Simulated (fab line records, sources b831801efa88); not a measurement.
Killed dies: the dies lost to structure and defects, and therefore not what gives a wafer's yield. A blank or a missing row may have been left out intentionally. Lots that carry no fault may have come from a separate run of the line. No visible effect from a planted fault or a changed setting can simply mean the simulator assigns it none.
8D (eight disciplines) problem report, filled in by code :: flow sfqLine :: the parts of the form that need people (team, actions taken, sign-off) are left out

1. THE ISSUE
Across 3 wafers from 2 lots, M3_NB_RS at SFQ_M3_RS_MEAS_919 averages 0.660 ohm/sq, while fault-free wafers read 0.888 ohm/sq with a standard deviation of 0.011. That is -21 standard deviations from the usual mean.
The step: measures by four-point-probe.
The first sign was on wafer L146.2 at day 40 14:57, on filmMetro-03. The record has a number at this step for 42 wafers belonging to 14 lots. By rule, "out" or "out of limits" means more than 4 standard deviations away from the usual mean. The other wafers with a number count as sound.

2. WHAT THIS IS AND IS NOT
question: which readings at this step
is: M3_NB_RS
is not: -

question: which lots
is: L146, L148
is not: L136, L137, L141, L149, L150, L153, L154, L155, L156, L157, L158, L159

question: which wafers of those lots
is: L146.2, L146.6, L148.6
is not: L146.5, L148.1, L148.5

question: read on which gauges
is: filmMetro-02, filmMetro-03
is not: filmMetro-04

question: when
is: from day 40 14:57
is not: up to then (10 sound wafers); but 29 sound wafers of L148, L149, L150, L153, L154, L155, L156, L157, L158, L159 came after

3. THE SUSPECTS, EACH WITH WHAT RULES IT OUT
Counting: if a tool at a process step up to the reading ran every lot that is out, it stays a suspect. Sound lots after the first of them don't rule it out here, since some wafers of a struck lot are sound.
- the gauge at SFQ_M3_RS_MEAS_919 is ruled out. Those wafers that are out were read across 2 gauges (filmMetro-02, filmMetro-03).
- pvdSputter-06 at SFQ_TRILAYER_M3_DEP_SPUTTER_073 (material Nb, target thk 200 nm, time 133.3 s): kept. It ran every lot that is out, first L146 (day 40 14:50).
The count leaves pvdSputter-06 at SFQ_TRILAYER_M3_DEP_SPUTTER_073.

4. THE CAUSE (what the simulator had put in)
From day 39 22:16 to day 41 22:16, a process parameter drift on pvdSputter-06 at SFQ_TRILAYER_M3_DEP_SPUTTER_073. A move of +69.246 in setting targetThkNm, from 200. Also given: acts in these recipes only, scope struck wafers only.
Counting left only this tool.

5. SEQUENCE OF EFFECTS, ordered by route
One row per reading whose mean, taken over the struck wafers that have a number, lies over 3 standard deviations from the usual. Only readings whose record carries a usual standard deviation are examined. hours: median over the lots of the time between each lot's start at the first step of this table that gives one and its start at this step. sigmas: the change, counted in usual standard deviations.
hours: 0
step: SFQ_M3_RS_MEAS_919
reading: M3_NB_RS
usual: 0.888 ohm/sq
on struck wafers: 0.660
change: -0.228
sigmas: -21

hours: 11
step: SFQ_TRILAYER_M3_ETCH_METAL_ETCH_078
reading: oesProductAu
usual: 0.895 a.u.
on struck wafers: 0.998
change: +0.103
sigmas: +13
The process steps in it:
- SFQ_TRILAYER_M3_ETCH_METAL_ETCH_078: etches Nb in Cl2/Ar, stops on SiO2, target depth 240 nm, time 120 s.
At these later measuring or inspecting steps, every struck wafer for which the step has a row has a number for every such reading, and none has moved that far: SFQ_I4_BOW_MEAS_927.

6. HOW IT WOULD HAVE BEEN CAUGHT EARLIER
In this record the first reading out of limits at a measuring or inspecting step was taken at day 40 14:57, 17 hours after the fault began at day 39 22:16.
Tool readings at SFQ_TRILAYER_M3_DEP_SPUTTER_073 with a usual standard deviation given in the record: none out on any struck wafer, hence no alarm at a limit of 4 standard deviations on them.
Of the lots that are out (2), L148 began SFQ_TRILAYER_M3_DEP_SPUTTER_073 on pvdSputter-06 after day 40 14:57. A tool hold placed at that time would have kept it from harm.
